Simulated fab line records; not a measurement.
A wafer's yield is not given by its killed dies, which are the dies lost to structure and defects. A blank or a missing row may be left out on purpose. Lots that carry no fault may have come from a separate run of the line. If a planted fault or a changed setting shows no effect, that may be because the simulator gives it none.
A sampling plan put to the test + flow gf180mcu + one line in one fab, 52 faults in these records, each fault weighed on the records of the lots it struck
What counts as the plan is the set of the line's own looks, namely the steps on the route at which a gauge or an inspection reads a wafer and does not change it. A look is open to judgement when struck wafers have a number at it and the file gives its usual mean and standard deviation on fault-free wafers. Caught: a look later than the fault's first step finds the struck wafers' mean 4 or more of those standard deviations (sigma) from the usual mean. On the tool: the test repeated on the tool's own readings taken at the fault's steps. Also counted as caught: the struck wafers showing another recipe, or a record that is empty for them alone.

THE FAULTS, as the simulator had put them in
1. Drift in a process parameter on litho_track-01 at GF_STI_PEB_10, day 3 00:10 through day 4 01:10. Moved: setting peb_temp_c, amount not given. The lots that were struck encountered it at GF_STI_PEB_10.
2. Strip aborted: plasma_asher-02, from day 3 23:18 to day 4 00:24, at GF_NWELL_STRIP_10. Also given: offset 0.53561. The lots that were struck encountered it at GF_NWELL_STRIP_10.
3. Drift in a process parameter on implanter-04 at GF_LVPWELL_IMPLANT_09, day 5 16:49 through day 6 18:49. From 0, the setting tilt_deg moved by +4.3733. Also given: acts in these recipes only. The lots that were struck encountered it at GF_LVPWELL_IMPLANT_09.
4. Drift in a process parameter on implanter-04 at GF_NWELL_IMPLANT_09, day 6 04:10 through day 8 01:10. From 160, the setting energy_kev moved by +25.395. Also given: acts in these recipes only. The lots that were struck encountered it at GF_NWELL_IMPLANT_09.
5. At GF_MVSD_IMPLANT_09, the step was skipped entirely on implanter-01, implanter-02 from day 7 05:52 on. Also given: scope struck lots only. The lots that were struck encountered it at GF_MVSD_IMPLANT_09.
6. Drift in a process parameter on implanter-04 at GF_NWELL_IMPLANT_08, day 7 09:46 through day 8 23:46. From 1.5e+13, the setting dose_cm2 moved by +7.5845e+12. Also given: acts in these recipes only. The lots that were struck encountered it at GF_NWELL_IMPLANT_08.
7. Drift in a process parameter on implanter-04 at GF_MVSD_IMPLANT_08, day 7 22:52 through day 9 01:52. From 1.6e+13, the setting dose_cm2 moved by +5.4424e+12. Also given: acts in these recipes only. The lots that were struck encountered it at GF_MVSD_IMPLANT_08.
8. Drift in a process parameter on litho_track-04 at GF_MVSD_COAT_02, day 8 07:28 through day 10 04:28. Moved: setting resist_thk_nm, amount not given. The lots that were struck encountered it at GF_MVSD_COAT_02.
9. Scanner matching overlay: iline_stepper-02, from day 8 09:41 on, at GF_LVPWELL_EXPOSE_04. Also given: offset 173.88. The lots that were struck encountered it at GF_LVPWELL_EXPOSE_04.
10. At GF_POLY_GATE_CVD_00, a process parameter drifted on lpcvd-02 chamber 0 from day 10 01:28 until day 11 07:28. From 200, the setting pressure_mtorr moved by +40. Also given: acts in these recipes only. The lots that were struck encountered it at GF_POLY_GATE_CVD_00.
11. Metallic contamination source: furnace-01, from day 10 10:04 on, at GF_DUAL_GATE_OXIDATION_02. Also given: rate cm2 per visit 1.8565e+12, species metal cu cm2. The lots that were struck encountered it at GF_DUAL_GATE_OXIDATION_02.
12. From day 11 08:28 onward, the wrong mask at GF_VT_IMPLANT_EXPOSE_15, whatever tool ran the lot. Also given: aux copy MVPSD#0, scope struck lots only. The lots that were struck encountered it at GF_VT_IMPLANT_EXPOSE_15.
13. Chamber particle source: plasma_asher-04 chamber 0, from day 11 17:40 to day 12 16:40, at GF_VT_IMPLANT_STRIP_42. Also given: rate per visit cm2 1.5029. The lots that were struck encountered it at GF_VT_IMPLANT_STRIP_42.
14. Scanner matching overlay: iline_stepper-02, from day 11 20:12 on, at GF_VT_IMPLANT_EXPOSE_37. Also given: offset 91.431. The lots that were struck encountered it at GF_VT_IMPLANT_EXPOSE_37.
15. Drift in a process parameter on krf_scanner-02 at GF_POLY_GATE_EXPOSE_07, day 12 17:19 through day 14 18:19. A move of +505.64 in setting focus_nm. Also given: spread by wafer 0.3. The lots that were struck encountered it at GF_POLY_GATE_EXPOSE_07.
16. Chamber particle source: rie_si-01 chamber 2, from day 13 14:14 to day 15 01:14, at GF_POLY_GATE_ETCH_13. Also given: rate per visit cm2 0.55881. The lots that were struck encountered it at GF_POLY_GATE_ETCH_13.
17. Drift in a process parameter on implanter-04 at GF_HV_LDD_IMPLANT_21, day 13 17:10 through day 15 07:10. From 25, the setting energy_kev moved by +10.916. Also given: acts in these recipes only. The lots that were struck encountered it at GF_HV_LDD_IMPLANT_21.
18. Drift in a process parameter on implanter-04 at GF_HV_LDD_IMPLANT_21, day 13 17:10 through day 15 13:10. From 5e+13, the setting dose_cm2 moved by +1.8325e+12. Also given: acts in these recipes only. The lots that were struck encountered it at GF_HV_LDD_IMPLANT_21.
19. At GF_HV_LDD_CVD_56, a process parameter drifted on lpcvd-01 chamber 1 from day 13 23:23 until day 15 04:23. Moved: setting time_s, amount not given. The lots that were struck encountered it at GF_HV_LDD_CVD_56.
20. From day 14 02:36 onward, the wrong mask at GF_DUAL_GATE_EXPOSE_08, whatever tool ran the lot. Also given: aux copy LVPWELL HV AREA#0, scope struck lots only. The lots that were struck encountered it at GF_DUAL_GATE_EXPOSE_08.
21. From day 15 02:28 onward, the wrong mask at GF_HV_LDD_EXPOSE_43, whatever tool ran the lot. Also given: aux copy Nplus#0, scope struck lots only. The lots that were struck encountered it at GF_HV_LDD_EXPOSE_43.
22. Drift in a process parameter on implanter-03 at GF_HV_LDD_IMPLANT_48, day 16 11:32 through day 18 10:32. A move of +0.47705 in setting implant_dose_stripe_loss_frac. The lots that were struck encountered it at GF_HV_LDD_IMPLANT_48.
23. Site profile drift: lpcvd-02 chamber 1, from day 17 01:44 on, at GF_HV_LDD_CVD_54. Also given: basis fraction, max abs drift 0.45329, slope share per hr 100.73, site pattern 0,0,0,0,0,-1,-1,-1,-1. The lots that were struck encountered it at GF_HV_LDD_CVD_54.
24. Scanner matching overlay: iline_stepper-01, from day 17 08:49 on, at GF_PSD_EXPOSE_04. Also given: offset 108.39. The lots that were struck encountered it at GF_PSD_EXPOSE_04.
25. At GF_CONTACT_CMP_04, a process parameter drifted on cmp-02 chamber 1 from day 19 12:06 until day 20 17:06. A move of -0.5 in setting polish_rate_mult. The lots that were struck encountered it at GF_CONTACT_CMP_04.
26. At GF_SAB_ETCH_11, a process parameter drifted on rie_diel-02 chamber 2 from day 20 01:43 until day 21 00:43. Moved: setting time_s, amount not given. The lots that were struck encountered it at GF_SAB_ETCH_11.
27. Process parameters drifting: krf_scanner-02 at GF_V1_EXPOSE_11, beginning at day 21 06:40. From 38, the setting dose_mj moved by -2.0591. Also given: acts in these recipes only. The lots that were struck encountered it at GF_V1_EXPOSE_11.
28. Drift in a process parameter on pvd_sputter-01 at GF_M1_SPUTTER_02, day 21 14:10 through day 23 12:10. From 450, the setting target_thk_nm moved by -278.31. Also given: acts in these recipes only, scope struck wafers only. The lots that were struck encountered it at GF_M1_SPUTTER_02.
29. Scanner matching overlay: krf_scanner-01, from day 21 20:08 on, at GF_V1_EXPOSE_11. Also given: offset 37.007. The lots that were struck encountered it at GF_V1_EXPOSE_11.
30. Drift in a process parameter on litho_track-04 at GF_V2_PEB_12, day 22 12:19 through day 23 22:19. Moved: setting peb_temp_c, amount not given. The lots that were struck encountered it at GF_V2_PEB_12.
31. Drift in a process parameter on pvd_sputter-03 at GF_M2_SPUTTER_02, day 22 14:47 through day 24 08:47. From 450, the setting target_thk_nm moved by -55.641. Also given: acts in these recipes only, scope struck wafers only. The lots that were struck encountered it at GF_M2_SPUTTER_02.
32. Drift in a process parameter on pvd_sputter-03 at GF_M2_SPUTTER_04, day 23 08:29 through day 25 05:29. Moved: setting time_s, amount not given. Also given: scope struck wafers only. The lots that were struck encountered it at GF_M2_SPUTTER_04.
33. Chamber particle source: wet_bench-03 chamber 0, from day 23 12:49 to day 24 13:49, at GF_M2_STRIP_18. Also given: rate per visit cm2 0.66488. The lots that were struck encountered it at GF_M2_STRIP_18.
34. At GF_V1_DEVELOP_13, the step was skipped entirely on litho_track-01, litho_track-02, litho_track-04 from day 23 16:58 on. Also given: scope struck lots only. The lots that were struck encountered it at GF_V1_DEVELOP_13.
35. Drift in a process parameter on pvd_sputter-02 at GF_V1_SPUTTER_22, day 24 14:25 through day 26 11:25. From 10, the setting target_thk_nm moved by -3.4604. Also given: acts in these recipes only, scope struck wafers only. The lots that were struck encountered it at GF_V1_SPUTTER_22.
36. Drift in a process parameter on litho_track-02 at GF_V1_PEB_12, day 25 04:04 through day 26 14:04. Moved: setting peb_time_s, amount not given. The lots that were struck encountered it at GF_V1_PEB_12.
37. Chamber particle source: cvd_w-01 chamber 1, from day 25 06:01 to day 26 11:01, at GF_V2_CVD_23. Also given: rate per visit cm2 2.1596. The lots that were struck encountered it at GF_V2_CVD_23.
38. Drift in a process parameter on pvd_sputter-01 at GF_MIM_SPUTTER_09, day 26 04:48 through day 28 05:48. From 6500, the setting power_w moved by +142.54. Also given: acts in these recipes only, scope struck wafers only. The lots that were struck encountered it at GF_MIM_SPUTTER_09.
39. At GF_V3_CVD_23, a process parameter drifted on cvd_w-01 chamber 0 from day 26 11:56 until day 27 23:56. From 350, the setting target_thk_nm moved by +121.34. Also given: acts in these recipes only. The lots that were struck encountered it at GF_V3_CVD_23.
40. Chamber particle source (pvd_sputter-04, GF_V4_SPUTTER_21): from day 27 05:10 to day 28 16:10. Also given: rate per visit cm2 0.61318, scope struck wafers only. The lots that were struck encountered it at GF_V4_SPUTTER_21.
41. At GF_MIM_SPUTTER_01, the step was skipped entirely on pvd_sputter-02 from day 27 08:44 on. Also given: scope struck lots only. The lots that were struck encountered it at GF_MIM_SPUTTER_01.
42. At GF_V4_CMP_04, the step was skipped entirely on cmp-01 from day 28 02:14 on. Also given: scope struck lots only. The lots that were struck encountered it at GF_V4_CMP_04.
43. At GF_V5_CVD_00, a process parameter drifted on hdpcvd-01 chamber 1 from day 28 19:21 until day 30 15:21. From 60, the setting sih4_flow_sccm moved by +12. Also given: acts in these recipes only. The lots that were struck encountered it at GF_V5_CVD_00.
44. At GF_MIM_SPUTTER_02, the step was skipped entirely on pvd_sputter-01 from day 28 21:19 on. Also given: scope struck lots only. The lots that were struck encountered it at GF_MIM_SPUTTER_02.
45. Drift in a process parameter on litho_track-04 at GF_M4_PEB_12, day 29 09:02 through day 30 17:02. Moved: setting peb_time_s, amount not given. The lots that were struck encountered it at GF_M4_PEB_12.
46. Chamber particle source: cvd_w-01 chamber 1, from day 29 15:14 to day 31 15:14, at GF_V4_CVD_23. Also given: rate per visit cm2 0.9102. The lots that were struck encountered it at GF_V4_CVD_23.
47. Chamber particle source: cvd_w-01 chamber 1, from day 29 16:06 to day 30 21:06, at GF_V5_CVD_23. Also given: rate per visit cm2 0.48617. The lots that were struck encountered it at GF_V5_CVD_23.
48. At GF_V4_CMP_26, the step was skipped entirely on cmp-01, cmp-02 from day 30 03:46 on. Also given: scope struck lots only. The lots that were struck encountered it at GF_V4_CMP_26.
49. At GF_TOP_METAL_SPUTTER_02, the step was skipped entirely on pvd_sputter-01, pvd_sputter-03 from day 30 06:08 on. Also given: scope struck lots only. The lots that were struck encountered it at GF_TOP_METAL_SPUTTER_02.
50. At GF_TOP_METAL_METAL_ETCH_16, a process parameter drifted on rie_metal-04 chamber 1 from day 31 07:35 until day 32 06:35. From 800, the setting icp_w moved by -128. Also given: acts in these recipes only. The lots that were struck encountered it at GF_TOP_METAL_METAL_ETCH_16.
51. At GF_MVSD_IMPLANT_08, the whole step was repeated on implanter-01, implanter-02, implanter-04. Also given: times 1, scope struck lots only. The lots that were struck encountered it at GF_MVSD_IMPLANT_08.
52. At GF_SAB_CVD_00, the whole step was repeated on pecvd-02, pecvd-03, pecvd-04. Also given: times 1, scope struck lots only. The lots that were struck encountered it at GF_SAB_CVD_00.

WHAT THE PLAN SAW
| fault | on the tool itself                               | first look that catches it                      | reading, sigma                                       | median hours from its first step to that look | hours from the fault's start to the first struck lot there | judged looks passed uncaught |
|-------|--------------------------------------------------|-------------------------------------------------|------------------------------------------------------|-----------------------------------------------|------------------------------------------------------------|------------------------------|
| 1     | heater_power_total_W -22 sigma                   | GF_STI_CD_MEAS_12                               | cd_nm +4.8                                           | 0.3                                           | 8                                                          | 0                            |
| 2     | oes_product_au +54 sigma                         | GF_LVPWELL_TW_MEAS_11                           | LVPWELL_TW -90                                       | 14.1                                          | 15                                                         | 0                            |
| 3     | tilt_deg +99 or beyond sigma                     | GF_LVPWELL_TW_MEAS_11                           | LVPWELL_TW +4.7                                      | 0.2                                           | 3                                                          | 0                            |
| 4     | beam_energy_keV +99 or beyond sigma              | no look after it can be judged                  | -                                                    | -                                             | -                                                          | 0                            |
| 5     | the tool's record is blank for the struck wafers | GF_MVSD_TW_MEAS_11                              | MVSD_TW -7.0                                         | 0.2                                           | 3                                                          | 0                            |
| 6     | dose_ions_cm2 +99 or beyond sigma                | GF_NWELL_TW_MEAS_11                             | NWELL_TW +15                                         | 0.4                                           | 5                                                          | 0                            |
| 7     | dose_ions_cm2 +99 or beyond sigma                | GF_MVSD_TW_MEAS_11                              | MVSD_TW +14                                          | 0.4                                           | 3                                                          | 0                            |
| 8     | no reading that can be judged                    | none of the 2 looks that can be judged after it | -                                                    | -                                             | -                                                          | 2                            |
| 9     | under 2 sigma                                    | GF_LVPWELL_OVL_MEAS_07                          | LVPWELL_OVL +99 or beyond                            | 8.4                                           | 11                                                         | 0                            |
| 10    | pressure_mtorr +86 sigma                         | GF_POLY_GATE_THK_MEAS_01                        | POLY_GATE_CVD_00_THK +9.5                            | 2.0                                           | 5                                                          | 0                            |
| 11    | no reading that can be judged                    | none of the 5 looks that can be judged after it | -                                                    | -                                             | -                                                          | 5                            |
| 12    | no reading that can be judged                    | GF_VT_IMPLANT_TW_MEAS_21                        | VT_IMPLANT_2_TW -99 or beyond                        | 8.8                                           | 12                                                         | 0                            |
| 13    | under 2 sigma                                    | not the one look that can be judged after it    | -                                                    | -                                             | -                                                          | 1                            |
| 14    | no reading that can be judged                    | GF_VT_IMPLANT_OVL_MEAS_40                       | VT_IMPLANT_03_OVL +60                                | 9.4                                           | 16                                                         | 0                            |
| 15    | exposure_dose_mJ_cm2 -74 sigma                   | GF_POLY_GATE_CD_MEAS_10                         | cd_nm -30                                            | 9.7                                           | 27                                                         | 0                            |
| 16    | under 2 sigma                                    | not the one look that can be judged after it    | -                                                    | -                                             | -                                                          | 1                            |
| 17    | beam_energy_keV +99 or beyond sigma              | GF_HV_LDD_TW_MEAS_23                            | HV_LDD_2_TW +19                                      | 0.2                                           | 6                                                          | 0                            |
| 18    | dose_ions_cm2 +33 sigma                          | no look after it can be judged                  | -                                                    | -                                             | -                                                          | 0                            |
| 19    | under 2 sigma                                    | GF_HV_LDD_THK_MEAS_57                           | HV_LDD_CVD_56_THK -62                                | 1.4                                           | 7                                                          | 0                            |
| 20    | no reading that can be judged                    | no look after it can be judged                  | -                                                    | -                                             | -                                                          | 0                            |
| 21    | no reading that can be judged                    | GF_HV_LDD_TW_MEAS_50                            | HV_LDD_4_TW -99 or beyond                            | 10.1                                          | 16                                                         | 0                            |
| 22    | under 2 sigma                                    | not the one look that can be judged after it    | strongest: HV_LDD_4_TW at GF_HV_LDD_TW_MEAS_50, -3.3 | -                                             | -                                                          | 1                            |
| 23    | under 2 sigma                                    | GF_HV_LDD_THK_MEAS_55                           | HV_LDD_CVD_54_THK -14                                | 1.0                                           | 2                                                          | 0                            |
| 24    | no reading that can be judged                    | GF_PSD_OVL_MEAS_08                              | PSD_OVL +83                                          | 11.8                                          | 25                                                         | 0                            |
| 25    | time_to_endpoint_s +4.1 sigma                    | no look after it can be judged                  | -                                                    | -                                             | -                                                          | 0                            |
| 26    | under 2 sigma                                    | no look after it can be judged                  | -                                                    | -                                             | -                                                          | 0                            |
| 27    | exposure_dose_mJ_cm2 -17 sigma                   | GF_V1_CD_MEAS_14                                | cd_nm -6.8                                           | 11.2                                          | 17                                                         | 0                            |
| 28    | under 2 sigma                                    | GF_M1_RS_MEAS_05                                | M1_ALCU_RS +99 or beyond                             | 0.1                                           | 18                                                         | 0                            |
| 29    | under 2 sigma                                    | GF_V1_OVL_MEAS_15                               | V1_OVL +7.5                                          | 10.3                                          | 34                                                         | 0                            |
| 30    | heater_power_total_W -24 sigma                   | GF_V2_CD_MEAS_14                                | cd_nm -6.6                                           | 0.3                                           | 8                                                          | 0                            |
| 31    | under 2 sigma                                    | GF_M2_RS_MEAS_05                                | M2_ALCU_RS +17                                       | 0.1                                           | 19                                                         | 0                            |
| 32    | under 2 sigma                                    | GF_M2_THK_MEAS_06                               | M2_ALCU_THK -6.3                                     | 0.2                                           | 1                                                          | 1                            |
| 33    | under 2 sigma                                    | not the one look that can be judged after it    | -                                                    | -                                             | -                                                          | 1                            |
| 34    | no reading that can be judged                    | no look after it can be judged                  | -                                                    | -                                             | -                                                          | 0                            |
| 35    | under 2 sigma                                    | no look after it can be judged                  | -                                                    | -                                             | -                                                          | 0                            |
| 36    | under 2 sigma                                    | none of the 2 looks that can be judged after it | strongest: cd_nm at GF_V1_CD_MEAS_14, +3.5           | -                                             | -                                                          | 2                            |
| 37    | under 2 sigma                                    | not the one look that can be judged after it    | -                                                    | -                                             | -                                                          | 1                            |
| 38    | cathode_dc_power_W +99 or beyond sigma           | none of the 4 looks that can be judged after it | -                                                    | -                                             | -                                                          | 4                            |
| 39    | under 2 sigma                                    | GF_V3_RS_MEAS_24                                | V3_W_RS -15                                          | 0.1                                           | 13                                                         | 0                            |
| 40    | under 2 sigma                                    | no look after it can be judged                  | -                                                    | -                                             | -                                                          | 0                            |
| 41    | the tool's record is blank for the struck wafers | no look after it can be judged                  | -                                                    | -                                             | -                                                          | 0                            |
| 42    | the tool's record is blank for the struck wafers | not the one look that can be judged after it    | -                                                    | -                                             | -                                                          | 1                            |
| 43    | sih4_flow_sccm +59 sigma                         | GF_V5_THK_MEAS_01                               | V5_CVD_00_THK +22                                    | 0.1                                           | 2                                                          | 0                            |
| 44    | the tool's record is blank for the struck wafers | no look after it can be judged                  | -                                                    | -                                             | -                                                          | 0                            |
| 45    | heater_power_total_W +99 or beyond sigma         | GF_M4_CD_MEAS_14                                | cd_nm +16                                            | 0.3                                           | 11                                                         | 0                            |
| 46    | under 2 sigma                                    | none of the 2 looks that can be judged after it | -                                                    | -                                             | -                                                          | 2                            |
| 47    | under 2 sigma                                    | not the one look that can be judged after it    | -                                                    | -                                             | -                                                          | 1                            |
| 48    | the tool's record is blank for the struck wafers | no look after it can be judged                  | -                                                    | -                                             | -                                                          | 0                            |
| 49    | the tool's record is blank for the struck wafers | GF_TOP_METAL_RS_MEAS_05                         | TOP_METAL_ALCU_RS +99 or beyond                      | 0.1                                           | 6                                                          | 0                            |
| 50    | rf_fwd_power_W -51 sigma                         | none of the 2 looks that can be judged after it | -                                                    | -                                             | -                                                          | 2                            |
| 51    | no reading that can be judged                    | GF_MVSD_TW_MEAS_11                              | MVSD_TW +34                                          | 0.7                                           | -                                                          | 0                            |
| 52    | under 2 sigma                                    | GF_SAB_THK_MEAS_01                              | SAB_CVD_00_THK +78                                   | 0.2                                           | -                                                          | 0                            |
A dash: the fault isn't caught, or these records don't give the number.

Caught at a look: 28 of 52. Caught on the tool: 23 of 52. By one or the other: 37 of 52.
Faults caught by the tool alone: 4, 18, 25, 38, 41, 42, 44, 48, 50.
Caught at a look alone: faults 9, 12, 14, 19, 21, 23, 24, 28, 29, 31, 32, 39, 51, 52.
Caught by neither: faults 8, 11, 13, 16, 20, 22, 26, 33, 34, 35, 36, 37, 40, 46, 47.

THINNER SAMPLING
Were the look that catches a fault to measure just every second or every third lot (counted by lot number), the first struck lot would, at worst, be measured this late:
| fault | struck lots at that look, in order of time | every lot | every second lot | every third lot |
|-------|--------------------------------------------|-----------|------------------|-----------------|
| 1     | L480, L482                                 | 8 h       | may miss all 2   | may miss all 2  |
| 2     | L118                                       | 15 h      | may miss it      | may miss it     |
| 3     | L656, L657                                 | 3 h       | 8 h              | may miss all 2  |
| 5     | L764, L765                                 | 3 h       | 9 h              | may miss all 2  |
| 6     | L427, L429                                 | 5 h       | may miss all 2   | may miss all 2  |
| 7     | L411, L414                                 | 3 h       | 19 h             | may miss all 2  |
| 9     | L621, L623                                 | 11 h      | may miss all 2   | may miss all 2  |
| 10    | L666                                       | 5 h       | may miss it      | may miss it     |
| 12    | L852                                       | 12 h      | may miss it      | may miss it     |
| 14    | L659, L660, L661                           | 16 h      | 23 h             | 33 h            |
| 15    | L601                                       | 27 h      | may miss it      | may miss it     |
| 17    | L198, L201                                 | 6 h       | 36 h             | may miss all 2  |
| 19    | L265, L267                                 | 7 h       | may miss all 2   | may miss all 2  |
| 21    | L204                                       | 16 h      | may miss it      | may miss it     |
| 23    | L651                                       | 2 h       | may miss it      | may miss it     |
| 24    | L696, L697                                 | 25 h      | 35 h             | may miss all 2  |
| 27    | L203, L204                                 | 17 h      | 32 h             | may miss all 2  |
| 28    | L995                                       | 18 h      | may miss it      | may miss it     |
| 29    | L425, L424                                 | 34 h      | 36 h             | may miss all 2  |
| 30    | L599, L602                                 | 8 h       | 20 h             | may miss all 2  |
| 31    | L878                                       | 19 h      | may miss it      | may miss it     |
| 32    | L691, L693                                 | 1 h       | may miss all 2   | may miss all 2  |
| 39    | L861, L863                                 | 13 h      | may miss all 2   | may miss all 2  |
| 43    | L139, L142                                 | 2 h       | 21 h             | may miss all 2  |
| 45    | L184, L186                                 | 11 h      | may miss all 2   | may miss all 2  |
| 49    | L806, L807, L808                           | 6 h       | 23 h             | 25 h            |
Hours: fault start to first struck lot measured. 4 sigma limit: tested on the pooled struck wafers, so a lone lot may be under it. Other struck lots may not be in these records.

THE LONGEST TIMED WAY FROM STEP TO LOOK
Fault 2: a median of 14.1 hours passes between GF_NWELL_STRIP_10 and GF_LVPWELL_TW_MEAS_11. No look between them can be judged.
